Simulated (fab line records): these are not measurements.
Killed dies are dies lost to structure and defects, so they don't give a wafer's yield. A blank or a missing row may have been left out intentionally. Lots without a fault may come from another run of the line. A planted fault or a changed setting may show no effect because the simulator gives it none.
fab line records -- flow sky130
record lots=12, wafers=36, lastDay=50
route steps=708 shown LI_CONTACT@375 CONTACT@414 PAD_OPEN@708
lots that met no fault: taken from a fault-free run of the same line
startH: hours from the record's first day to the start of the lot's first wafer shown -- waitH: hours since the lot's step before -- " the same as in the row above -- L1.1+2: a row that stands for several wafers -- - either no value or no given start -- * or withheld: withheld -- < > ~ a bound
route shown NAME@n: names a module that has steps shown in the file, with the first one's number in the route -- usual: mean/standard deviation of fault-free wafers -- same: alike in all rows -- chamber/n: place in a boat -- sites: the reading at each site -- _std_site: their standard deviation -- _edge_site: mean of outer sites minus mean of inner sites -- radiusMm: how far each site lies from the wafer's centre -- mask NAME#n: copy n -- behind: tool/chamber where the wafer was last shaped -- hold: why the lot went on hold/how many hours it stayed there/how the hold came to an end -- device: the n, p or np transistor that did not switch -- end of line: the same wafers' tests at the end of the route -- for a step that has no rows: nothing shown but its recipe -- killed: dies lost to structure and defects at the first sort, not the wafer's yield -- map: dies across one wafer; x = killed, . = not, _ = none there
set.NAME: the setting that was run; set.NAME@STEP: the one run at that earlier step -- model.NAME: the simulator's own value behind a step, which no gauge read
the route's steps for a sample of lots (tables are steps, rows are wafers)
services: when a tool's chamber went out of use (startH, in hours from the record's first day, below 0 if earlier), for how many hours, and the reason
## steps
# step SKY_LI_CONTACT_OVL_MEAS_13
# usual LI_CONTACT_OVL=0/5.6
lot.wafer,tool,chamber,startH,waitH,LI_CONTACT_OVL[nm]
L314.1,overlay-02,-,670.72,0.1,-6
L314.4,overlay-02,-,670.72,0.1,1
L314.5,overlay-02,-,670.72,0.1,-4
L316.2,overlay-01,-,694.47,0.1,4
L316.5,overlay-01,-,694.47,0.1,2
L316.6,overlay-01,-,694.47,0.1,7
L317.1,overlay-01,-,700.87,0.1,-1
L317.2,overlay-01,-,700.87,0.1,-5
L317.3,overlay-01,-,700.87,0.1,-3
L318.2,overlay-01,-,710.09,0.1,1
L318.5,overlay-01,-,710.09,0.1,1
L318.6,overlay-01,-,710.09,0.1,-1
L323.1,overlay-01,-,752.12,0.1,1
L323.4,overlay-01,-,752.12,0.1,-2
L323.6,overlay-01,-,752.12,0.1,-3
L327.1,overlay-02,-,778.37,0.1,-1
L327.4,overlay-02,-,778.37,0.1,4
L327.5,overlay-02,-,778.37,0.1,1
L329.1,overlay-02,-,790.57,0.1,3
L329.2,overlay-02,-,790.57,0.1,-4
L329.3,overlay-02,-,790.57,0.1,4
L332.1,overlay-01,-,814.83,0.1,12
L332.4,overlay-01,-,814.83,0.1,11
L332.6,overlay-01,-,814.83,0.1,11
L334.1,overlay-01,-,829.62,0.1,-4
L334.2,overlay-01,-,829.62,0.1,0
L334.3,overlay-01,-,829.62,0.1,2
L335.1,overlay-02,-,835.03,0.1,0
L335.4,overlay-02,-,835.03,0.1,-5
L335.5,overlay-02,-,835.03,0.1,0
L336.2,overlay-02,-,843.97,0.1,2
L336.3,overlay-02,-,843.97,0.1,5
L336.4,overlay-02,-,843.97,0.1,8
L337.1,overlay-02,-,845.72,0.1,-3
L337.3,overlay-02,-,845.72,0.1,3
L337.4,overlay-02,-,845.72,0.1,5
# step SKY_LI_CONTACT_ETCH_14
# recipe chemistry=N2/H2, target=BARC, ionEnergyEv=200, sourceW=500, biasW=100, pressureMtorr=30, n2FlowSccm=100, h2FlowSccm=200, stopOn=SiO2, timeS=45.9, targetDepthA=600
# usual drypumpMotorCurrentA=5.5/0.38, oesProductAu=0.854/0.0046, throttleValvePct=13.225/0.0092
lot.wafer,tool,chamber,startH,waitH,drypumpMotorCurrentA,oesProductAu,rfHoursCounterH,throttleValvePct
L314.1,rieDiel-01,0,670.76,0.0,5.5,0.849,2,13.222
L314.4,rieDiel-01,2,670.76,0.0,5.1,0.857,11,13.214
L314.5,rieDiel-01,0,670.76,0.0,5.5,0.863,-,13.233
L316.2,rieDiel-03,1,694.50,0.0,5.6,0.851,8,13.198
L316.5,rieDiel-03,0,694.50,0.0,5.9,0.858,-,13.220
L316.6,rieDiel-03,1,694.50,0.0,5.6,0.847,-,13.236
L317.1,rieDiel-03,2,700.91,0.0,5.6,0.850,4,13.210
L317.2,rieDiel-03,1,700.91,0.0,5.5,0.860,8,13.222
L317.3,rieDiel-03,3,700.91,0.0,5.4,0.855,12,13.214
L318.2,rieDiel-04,0,710.12,0.0,5.1,0.850,13,13.237
L318.5,rieDiel-04,3,710.12,0.0,6.2,0.854,-,13.224
L318.6,rieDiel-04,2,710.12,0.0,5.4,0.863,-,13.230
L323.1,rieDiel-03,0,752.16,0.0,5.9,0.859,11,13.242
L323.4,rieDiel-03,2,752.16,0.0,5.6,0.861,5,13.235
L323.6,rieDiel-03,2,752.16,0.0,5.7,0.850,-,13.215
L327.1,rieDiel-04,2,778.41,0.0,5.4,0.857,7,13.236
L327.4,rieDiel-04,1,778.41,0.0,4.8,0.855,12,13.228
L327.5,rieDiel-04,2,778.41,0.0,5.4,0.853,-,13.218
L329.1,rieDiel-03,3,790.61,0.0,5.4,0.861,14,13.237
L329.2,rieDiel-03,2,790.61,0.0,5.6,0.854,6,13.222
L329.3,rieDiel-03,1,790.61,0.0,5.5,0.850,11,13.235
L332.1,rieDiel-04,3,814.87,0.0,6.2,0.858,13,13.218
L332.4,rieDiel-04,1,814.87,0.0,4.8,0.849,13,13.236
L332.6,rieDiel-04,2,814.87,0.0,5.4,0.859,-,13.223
L334.1,rieDiel-01,2,829.65,0.0,5.1,0.857,15,13.219
L334.2,rieDiel-01,0,829.65,0.0,5.5,0.854,5,13.238
L334.3,rieDiel-01,3,829.65,0.0,5.0,0.850,4,13.230
L335.1,rieDiel-01,2,835.07,0.0,5.1,0.856,15,13.220
L335.4,rieDiel-01,3,835.07,0.0,5.0,0.847,4,13.235
L335.5,rieDiel-01,0,835.07,0.0,5.5,0.849,-,13.222
L336.2,rieDiel-04,0,844.00,0.0,5.1,0.855,17,13.225
L336.3,rieDiel-04,3,844.00,0.0,6.2,0.856,13,13.233
L336.4,rieDiel-04,2,844.00,0.0,5.4,0.856,9,13.210
L337.1,rieDiel-04,3,845.75,0.0,6.2,0.862,14,13.222
L337.3,rieDiel-04,1,845.75,0.0,4.8,0.857,14,13.233
L337.4,rieDiel-04,3,845.75,0.0,6.2,0.852,-,13.225
# step SKY_CONTACT_COAT_08
# recipe resist=BARC, tempC=withheld, timeS=withheld, spinRpm=3000, resistThkNm=60
# usual spinSpeedRpm=2999.7/2.2
lot.wafer,tool,chamber,startH,waitH,spinSpeedRpm
L314.1,lithoTrack-04,0,714.40,0.1,2995.1
L314.4,lithoTrack-04,0,714.40,0.1,3000.2
L314.5,lithoTrack-04,0,714.40,0.1,2998.8
L316.2,lithoTrack-02,0,738.77,0.1,3000.2
L316.5,lithoTrack-02,0,738.77,0.1,2996.2
L316.6,lithoTrack-02,0,738.77,0.1,2997.8
L317.1,lithoTrack-02,0,745.39,0.1,3003.6
L317.2,lithoTrack-02,0,745.39,0.1,3002.2
L317.3,lithoTrack-02,0,745.39,0.1,2998.6
L318.2,lithoTrack-01,0,754.44,0.1,2998.0
L318.5,lithoTrack-01,0,754.44,0.1,2998.7
L318.6,lithoTrack-01,0,754.44,0.1,3002.2
L323.1,lithoTrack-01,0,794.16,0.1,2998.4
L323.4,lithoTrack-01,0,794.16,0.1,2996.3
L323.6,lithoTrack-01,0,794.16,0.1,3000.0
L327.1,lithoTrack-01,0,819.96,0.1,2999.2
L327.4,lithoTrack-01,0,819.96,0.1,2998.3
L327.5,lithoTrack-01,0,819.96,0.1,2997.6
L329.1,lithoTrack-04,0,832.20,0.1,2996.7
L329.2,lithoTrack-04,0,832.20,0.1,3001.4
L329.3,lithoTrack-04,0,832.20,0.1,3001.4
L332.1,lithoTrack-04,0,855.85,0.1,2519.7
L332.4,lithoTrack-04,0,855.85,0.1,2522.1
L332.6,lithoTrack-04,0,855.85,0.1,2520.4
L334.1,lithoTrack-04,0,871.90,0.1,2523.2
L334.2,lithoTrack-04,0,871.90,0.1,2526.7
L334.3,lithoTrack-04,0,871.90,0.1,2522.3
L335.1,lithoTrack-04,0,876.00,0.1,2527.0
L335.4,lithoTrack-04,0,876.00,0.1,2527.7
L335.5,lithoTrack-04,0,876.00,0.1,2521.5
L336.2,lithoTrack-01,0,885.39,0.1,2993.4
L336.3,lithoTrack-01,0,885.39,0.1,2998.0
L336.4,lithoTrack-01,0,885.39,0.1,2997.8
L337.1,lithoTrack-02,0,886.45,0.1,3000.3
L337.3,lithoTrack-02,0,886.45,0.1,3001.5
L337.4,lithoTrack-02,0,886.45,0.1,3000.8
# step SKY_CONTACT_ETCH_16
# recipe chemistry=N2/H2, target=BARC, ionEnergyEv=200, sourceW=500, biasW=100, pressureMtorr=30, n2FlowSccm=100, h2FlowSccm=200, stopOn=SiO2, timeS=45.9, targetDepthA=600
# usual drypumpMotorCurrentA=5.6/0.42, oesProductAu=0.854/0.005, throttleValvePct=13.224/0.01
lot.wafer,tool,chamber,startH,waitH,drypumpMotorCurrentA,oesProductAu,rfHoursCounterH,throttleValvePct
L314.1,rieDiel-04,0,728.60,0.0,5.1,0.860,14,13.249
L314.4,rieDiel-04,3,728.60,0.0,6.2,0.856,-,13.226
L314.5,rieDiel-04,0,728.60,0.0,5.1,0.851,-,13.226
L316.2,rieDiel-04,0,752.51,0.0,5.2,0.868,14,13.201
L316.5,rieDiel-04,0,752.51,0.0,5.1,0.856,-,13.230
L316.6,rieDiel-04,3,752.51,0.0,6.2,0.850,-,13.215
L317.1,rieDiel-03,3,759.30,0.0,5.4,0.851,13,13.232
L317.2,rieDiel-03,1,759.30,0.0,5.6,0.853,10,13.223
L317.3,rieDiel-03,0,759.30,0.0,6.0,0.855,11,13.230
L318.2,rieDiel-04,3,768.32,0.0,6.2,0.854,11,13.225
L318.5,rieDiel-04,2,768.32,0.0,5.4,0.849,-,13.227
L318.6,rieDiel-04,3,768.32,0.0,6.2,0.857,-,13.229
L323.1,rieDiel-02,3,808.05,0.0,5.6,0.855,10,13.210
L323.4,rieDiel-02,2,808.05,0.0,6.2,0.855,36,13.213
L323.6,rieDiel-02,1,808.05,0.0,6.0,0.861,-,13.224
L327.1,rieDiel-02,0,833.51,0.0,5.6,0.854,6,13.223
L327.4,rieDiel-02,3,833.51,0.0,5.6,0.859,-,13.211
L327.5,rieDiel-02,1,833.51,0.0,6.0,0.849,-,13.234
L329.1,rieDiel-03,3,845.72,0.0,5.4,0.856,15,13.224
L329.2,rieDiel-03,2,845.72,0.0,5.6,0.856,8,13.209
L329.3,rieDiel-03,1,845.72,0.0,5.5,0.847,13,13.223
L332.1,rieDiel-04,3,870.06,0.0,6.2,0.896,14,13.218
L332.4,rieDiel-04,1,870.06,0.0,4.8,0.906,15,13.219
L332.6,rieDiel-04,0,870.06,0.0,5.1,0.901,-,13.235
L334.1,rieDiel-04,3,884.71,0.0,6.2,0.906,15,13.220
L334.2,rieDiel-04,0,884.71,0.0,5.1,0.905,18,13.217
L334.3,rieDiel-04,2,884.71,0.0,5.4,0.901,10,13.222
L335.1,rieDiel-02,3,888.87,0.0,5.6,0.892,13,13.243
L335.4,rieDiel-02,1,888.87,0.0,6.0,0.898,16,13.230
L335.5,rieDiel-02,2,888.87,0.0,6.2,0.900,-,13.215
L336.2,rieDiel-03,2,898.71,0.0,5.6,0.855,9,13.217
L336.3,rieDiel-03,0,898.71,0.0,5.9,0.844,15,13.223
L336.4,rieDiel-03,1,898.71,0.0,5.5,0.852,15,13.229
L337.1,rieDiel-04,2,899.86,0.0,5.4,0.855,11,13.229
L337.3,rieDiel-04,3,899.86,0.0,6.2,0.852,15,13.215
L337.4,rieDiel-04,3,899.86,0.0,6.2,0.855,-,13.224
# step SKY_CONTACT_CVD_24
# recipe material=W, targetThkNm=340, timeS=102.12, tempC=400, pressureTorr=40
# usual heaterPowerW=774/22
lot.wafer,tool,chamber,startH,waitH,heaterPowerW
L314.1,cvdW-01,1,729.42,0.0,757
L314.4,cvdW-01,0,729.42,0.0,773
L314.5,cvdW-01,1,729.42,0.0,748
L316.2,cvdW-02,0,753.29,0.0,786
L316.5,cvdW-02,1,753.29,0.0,779
L316.6,cvdW-02,0,753.29,0.0,817
L317.1,cvdW-02,1,760.09,0.0,782
L317.2,cvdW-02,1,760.09,0.0,788
L317.3,cvdW-02,1,760.09,0.0,790
L318.2,cvdW-02,0,769.10,0.0,797
L318.5,cvdW-02,1,769.10,0.0,794
L318.6,cvdW-02,0,769.10,0.0,792
L323.1,cvdW-01,0,808.84,0.0,737
L323.4,cvdW-01,0,808.84,0.0,754
L323.6,cvdW-01,0,808.84,0.0,757
L327.1,cvdW-02,0,834.29,0.0,790
L327.4,cvdW-02,1,834.29,0.0,773
L327.5,cvdW-02,1,834.29,0.0,794
L329.1,cvdW-02,1,846.51,0.0,759
L329.2,cvdW-02,0,846.51,0.0,801
L329.3,cvdW-02,1,846.51,0.0,794
L332.1,cvdW-02,1,870.84,0.0,798
L332.4,cvdW-02,1,870.84,0.0,781
L332.6,cvdW-02,1,870.84,0.0,782
L334.1,cvdW-01,1,885.56,0.0,758
L334.2,cvdW-01,0,885.56,0.0,738
L334.3,cvdW-01,1,885.56,0.0,745
L335.1,cvdW-01,0,889.72,0.0,761
L335.4,cvdW-01,1,889.72,0.0,760
L335.5,cvdW-01,1,889.72,0.0,778
L336.2,cvdW-02,0,899.49,0.0,797
L336.3,cvdW-02,0,899.49,0.0,786
L336.4,cvdW-02,1,899.49,0.0,807
L337.1,cvdW-02,0,900.67,0.0,786
L337.3,cvdW-02,1,900.67,0.0,802
L337.4,cvdW-02,0,900.67,0.0,826
# step SKY_PAD_OPEN_PROBE_99
# usual killed_at_M0_to_M3=43/6.9, killed_at_M4_up=3.2/2, killedAtContacts=25/5.1, killedAtFrontEnd=15/4.5, killedAtOther=0.2/0.51, killedDies=85/9.5, killedOpen=48/6.9, killedShort=38/6.7
# same grossDies=492, killedAtBackSide=0
lot.wafer,tool,chamber,startH,waitH,killed_at_M0_to_M3,killed_at_M4_up,killedAtContacts,killedAtFrontEnd,killedAtOther,killedDies,killedOpen,killedShort
L329.1,prober-01,-,1159.22,0.1,50,1,24,11,1,87,38,49
L329.2,prober-01,-,1159.27,0.1,50,2,22,9,0,83,48,35
L329.3,prober-01,-,1159.32,0.2,53,1,24,10,0,88,47,41
# killed by level:class
L329.1 VIA3:geometricParticle:open=8 VIA1:geometricParticle:short=7 CONTACT:geometricParticle:short=7 VIA2:geometricParticle:open=7 LI_CONTACT:geometricParticle:open=6 METAL2:geometricParticle:short=6 VIA2:geometricParticle:short=5 METAL1:geometricParticle:short=5
L329.2 LI_CONTACT:geometricParticle:open=9 VIA1:geometricParticle:open=9 VIA1:geometricParticle:short=8 VIA3:geometricParticle:open=7 CONTACT:geometricParticle:open=6 METAL1:geometricParticle:short=6 METAL2:geometricParticle:short=5 VIA2:geometricParticle:short=5
L329.3 VIA1:geometricParticle:open=12 CONTACT:geometricParticle:open=11 METAL2:geometricParticle:short=9 METAL1:geometricParticle:short=8 VIA3:geometricParticle:open=7 LI_CONTACT:geometricParticle:open=5 VIA1:geometricParticle:short=5 POLY_GATE:geometricParticle:short=4
## services
tool,chamber,startH,hours,kind
cvdW-02,-,653.68,1.3,repair
rieDiel-01,0,661.03,1.6,repair
cvdW-02,-,664.52,3.8,pm
rieDiel-04,1,670.63,4.6,repair
cvdW-02,0,689.89,15.0,repair
rieDiel-02,2,692.99,10.2,repair
rieDiel-02,1,699.62,11.1,repair
rieDiel-04,2,726.20,6.3,repair
rieDiel-02,0,731.79,2.4,repair
rieDiel-03,2,735.45,9.5,repair
rieDiel-03,-,754.69,4.3,pm
cvdW-02,0,757.11,6.4,repair
rieDiel-04,2,761.29,6.1,repair
rieDiel-02,-,785.69,0.5,repair
rieDiel-02,3,792.85,4.8,repair
rieDiel-03,3,796.82,8.6,repair
rieDiel-03,0,797.94,14.8,repair
rieDiel-03,2,805.35,5.2,repair
rieDiel-03,-,807.17,1.9,repair
rieDiel-02,-,818.42,2.8,pm
rieDiel-03,3,823.25,1.6,repair
rieDiel-04,2,844.41,4.4,repair
rieDiel-04,-,849.26,15.6,pm
rieDiel-04,1,878.44,28.3,repair
## key
firstSign step=SKY_CONTACT_COAT_08, reading=spinSpeedRpm, direction=down, sigmas=99+, usual=2999.7, struck=2523.4
effect step=SKY_CONTACT_ETCH_16, reading=oesProductAu, direction=up, sigmas=9.3, usual=0.854, struck=0.901
metAt SKY_CONTACT_COAT_08
struckLots L332,L334,L335
testerLeftOut L332,L334,L335
notActingAt SKY_LI_CONTACT_OVL_MEAS_13,SKY_LI_CONTACT_ETCH_14,SKY_CONTACT_CVD_24
onsetBetween 832.20 855.85
fault kind=processParameterDrift, tool=lithoTrack-04, chamber=-, onsetH=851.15, steps=SKY_CONTACT_COAT_08, channel=spinRpm, offset=-476.33, shape=step, endH=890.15, actsIn=theseRecipesOnly, stated=3000
# testerLeftOut: of these lots the tester's yield and bins aren't shown, on N5 and GAA mostly nor the transistor test; their killed dies are dies lost to structure and defects alone, not to doping, threshold or leakage, so they don't give the yield
